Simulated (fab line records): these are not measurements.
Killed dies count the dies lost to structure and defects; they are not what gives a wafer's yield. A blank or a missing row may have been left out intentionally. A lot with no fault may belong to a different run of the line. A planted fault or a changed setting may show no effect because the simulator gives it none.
Matching of chambers ; flow sky130 ; SKY_SONOS_ONO_ETCH_15 on rie diel-03 has 4 sister chambers
The step etches the open film in CHF3/O2, target depth 19.52 nm, time 7.8 s. 4 wafers are shown with their chamber, then 8 later ones without.

WAFERS PAIRED WITH THEIR CHAMBERS
wafer;chamber;drypump motor current A (A)
L076.6;1;6.4
L082.2;3;5.9
L082.3;0;6.6
L086.3;2;5.8

WAFERS WITH NO CHAMBER GIVEN
wafer;drypump motor current A (A)
L086.4;6.6
L086.6;6.5
L088.1;5.9
L088.2;6.6
L088.3;6.4
L093.1;6.5
L093.4;6.4
L093.5;5.8

EACH ONE'S CHAMBER
wafer;from the rows above;in truth
L086.4;0;0
L086.6;can't be placed: 0 or 1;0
L088.1;3;3
L088.2;0;0
L088.3;1;1
L093.1;can't be placed: 0 or 1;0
L093.4;1;1
L093.5;2;2
Correct placement for 6 of the 8. Cannot be placed on the basis of these rows: 2; the candidates contain the true chamber in 2. Wrongly placed: 0.
How it was worked out, from the rows above alone: a wafer's distance from a chamber is the root of the sum, over the readings, of the square of ((its reading less the chamber's mean) divided by the reading's scatter). If the next closest chamber is less than 2 further off than the closest, the wafer can't be placed; otherwise it belongs to the closest. Each chamber's mean is taken over the wafers shown for it. The scatter: root of mean squared gap, hidden wafer to nearest shown wafer, with one shown wafer a chamber.
